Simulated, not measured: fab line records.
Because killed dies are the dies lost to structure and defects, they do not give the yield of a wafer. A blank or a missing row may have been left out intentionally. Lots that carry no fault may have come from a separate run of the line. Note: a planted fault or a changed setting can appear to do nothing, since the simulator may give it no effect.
Which tool did it? || flow sky130 || Sampling: 6 lots, 18 wafers, 3 of 708 route steps

== WHAT THE GAUGES SHOWED, per wafer ==
SKY_VIA2_CD_MEAS_12 targets a cd of 200 nm.
{"lot": "L871", "measured": "day 36 01:40", "on": "cd-sem-02", "cd-nm (nm)": "198.4 198.3 199.0"}
{"lot": "L873", "measured": "day 37 04:16", "on": "cd-sem-01", "cd-nm (nm)": "198.2 199.6 200.4"}
{"lot": "L881", "measured": "day 39 18:07", "on": "cd-sem-01", "cd-nm (nm)": "206.5 207.9 205.1"}
{"lot": "L885", "measured": "day 40 20:30", "on": "cd-sem-01", "cd-nm (nm)": "200.7 200.2 200.4"}
{"lot": "L888", "measured": "day 42 19:37", "on": "cd-sem-01", "cd-nm (nm)": "200.6 201.7 202.9"}
{"lot": "L890", "measured": "day 42 21:26", "on": "cd-sem-02", "cd-nm (nm)": "201.5 200.4 199.6"}

== TOOL THAT RAN EACH LOT (tool first, then ch and the chambers of the sampled wafers, then the start) ==
{"lot": "L871", "SKY_METAL1_SPUTTER_04": "pvd-sputter-03, day 31 09:32", "SKY_VIA2_CMP_02": "cmp-02 ch 0,2, day 34 22:18"}
{"lot": "L873", "SKY_METAL1_SPUTTER_04": "pvd-sputter-01, day 32 12:12", "SKY_VIA2_CMP_02": "cmp-02 ch 1,2,3, day 36 01:50"}
{"lot": "L881", "SKY_METAL1_SPUTTER_04": "pvd-sputter-02, day 35 05:17", "SKY_VIA2_CMP_02": "cmp-02 ch 0,1,2, day 38 17:26"}
{"lot": "L885", "SKY_METAL1_SPUTTER_04": "pvd-sputter-01, day 36 11:30", "SKY_VIA2_CMP_02": "cmp-01 ch 1,3, day 39 19:53"}
{"lot": "L888", "SKY_METAL1_SPUTTER_04": "pvd-sputter-02, day 38 15:18", "SKY_VIA2_CMP_02": "cmp-02 ch 0,1, day 41 20:14"}
{"lot": "L890", "SKY_METAL1_SPUTTER_04": "pvd-sputter-01, day 38 16:47", "SKY_VIA2_CMP_02": "cmp-02 ch 0,1, day 41 21:54"}
- SKY_METAL1_SPUTTER_04: material TiN, target thk 70 nm, time 58.3 s.
- SKY_VIA2_CMP_02: polishes SiO2.

== THE ANSWER, worked out from the rows above alone ==
Rule: usual is defined by the lots themselves. The widest of any qualifying gaps counts: lots, ordered by their means at a reading, are off when they make up no more than a third of the lots, leave a main group of 4 or more, and stand apart from it by 3 or more times the standard deviation of that group's means. A main group whose means are all the same, to the digits that the tables above print for the reading, isn't used. A lot without any number at a reading at which 4 lots or more have one is off too. The other lots that the step has rows for count as sound.
Off: L881 (SKY_VIA2_CD_MEAS_12, cd-nm). The main group: mean 200.1 nm, standard deviation 1.1.
If a tool, at a process step before that reading, ran all the lots that are off and no sound lot after the first of them, it fits. The gauges at SKY_VIA2_CD_MEAS_12 are tried like those tools. Not one of the candidates tried fits.

== WHAT THE SIMULATOR HAD INSERTED ==
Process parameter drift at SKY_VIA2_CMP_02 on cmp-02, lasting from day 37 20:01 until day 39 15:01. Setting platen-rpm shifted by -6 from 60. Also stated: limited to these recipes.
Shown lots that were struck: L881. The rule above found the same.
